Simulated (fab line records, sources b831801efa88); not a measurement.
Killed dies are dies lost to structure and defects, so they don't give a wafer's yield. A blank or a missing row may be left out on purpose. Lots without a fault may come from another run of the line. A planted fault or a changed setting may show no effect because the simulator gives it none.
A struck lot beside a sound one | flow gf180mcu | 15 steps out of a route of 602
Sound: wafers L537.2, L537.4, L537.5. Struck: wafer L551.6. (L551.4, L551.5 of the same lot were not struck and are left out.) The cause comes at the end.
At each step with rows: each side's tool, then ch and its chambers, then its first start. Under that, the readings that differ: sound wafers | struck wafers | difference of the means | sigmas: that difference in standard deviations of wafers without a fault.
alike: readings whose means differ by less than 2 such deviations, and words and numbers that are the same on both sides. not compared: withheld readings, readings that some wafer has no value for, bounds like >300 that may hide the same value, and numbers for which the record gives no deviation and whose values overlap.
The two part at a step that has a row with sigmas, a row that says differs or no value, or rows on one side only. Numbers that don't overlap but have no deviation are shown without sigmas and don't part them. A reading that every wafer of one side lacks parts them only if that side has two wafers or more.

GF_V2_CD_MEAS_14: target cd 260 nm.
  sound on cd_sem-01, day 21 09:47; struck on cd_sem-01, day 26 08:11
  alike: cd_nm
GF_V2_OVL_MEAS_15:
  sound on overlay-01, day 21 09:53; struck on overlay-02, day 26 08:16
  reading     | sound | struck | difference | sigmas
  V2_OVL (nm) | 6 2 2 | -9     | -12        | -2
GF_V2_ETCH_16: etches BARC in N2/H2.
  sound on rie_diel-01 ch 1,2, day 21 09:55; struck on rie_diel-03 ch 0, day 26 08:16
  alike: drypump_motor_current_A, n2_flow_sccm, oes_product_au, throttle_valve_pct
GF_V2_ETCH_17: etches SiO2 in C4F8/O2/Ar, stops on TiN, target depth 630 nm.
  sound on rie_diel-01 ch 1,2; struck on rie_diel-03 ch 0
  alike: oes_product_au
then, 4 steps without rows for these wafers: GF_V2_STRIP_18 (strips in O2/N2); GF_V2_STRIP_19 (strips in post etch residue remover, time 1200 s); GF_V2_CLEAN_20 (cleans in DIW); GF_V2_SPUTTER_21 (material Ti, target thk 15 nm, time 80.02 s).
GF_V2_SPUTTER_22: material TiN, target thk 10 nm, time 40 s.
  sound on pvd_sputter-03, day 21 10:39; struck on pvd_sputter-03, day 26 09:00
  alike: throttle_valve_pct
GF_V2_CVD_23: deposits W, target thk 350 nm, time 104.94 s.
  sound on cvd_w-02 ch 0,1, day 21 10:41; struck on cvd_w-01 ch 1, day 26 09:04
  alike: heater_power_outer_w, heater_power_w
GF_V2_RS_MEAS_24: measures by four-point-probe.
  sound on film_metro-03, day 21 10:49; struck on film_metro-03, day 26 09:13
  alike: V2_W_RS
GF_V2_THK_MEAS_25: measures by xrf.
  sound on film_metro-03, day 21 10:56; struck on film_metro-03, day 26 09:18
  alike: V2_W_THK
GF_V2_CMP_26: polishes, stops on SiO2, t overpolish 15 s, target thk 0 nm.
  sound on cmp-02 ch 1,2, day 21 10:59; struck on cmp-02 ch 1, day 26 09:26
  reading                | sound                | struck | difference | sigmas
  overpolish_run_s (s)   | 15.020 15.001 14.987 | 0.034  | -14.969    | -99 or more
  time_to_endpoint_s (s) | 91 88 84             | 127    | +39        | +8
  alike: motor_current_A
GF_M3_SPUTTER_00: material Ti, target thk 37.5 nm, time 150 s.
  the record has rows for the sound wafers here (pvd_sputter-04, day 21 11:17) and none for the struck ones
-- the record jumps here: 8 days lie between the struck wafers' starts before and after (it left off in module M3 and takes up again in module PASSIVATION, whose first step shown is number 602 of the route) --
GF_PASSIVATION_PROBE_99:
  the record has rows for the struck wafers here (prober-01, day 33 23:30) and none for the sound ones

WHERE THEY PART
First at GF_V2_OVL_MEAS_15; last, within this record, at GF_PASSIVATION_PROBE_99.

WHY: what the simulator had put in
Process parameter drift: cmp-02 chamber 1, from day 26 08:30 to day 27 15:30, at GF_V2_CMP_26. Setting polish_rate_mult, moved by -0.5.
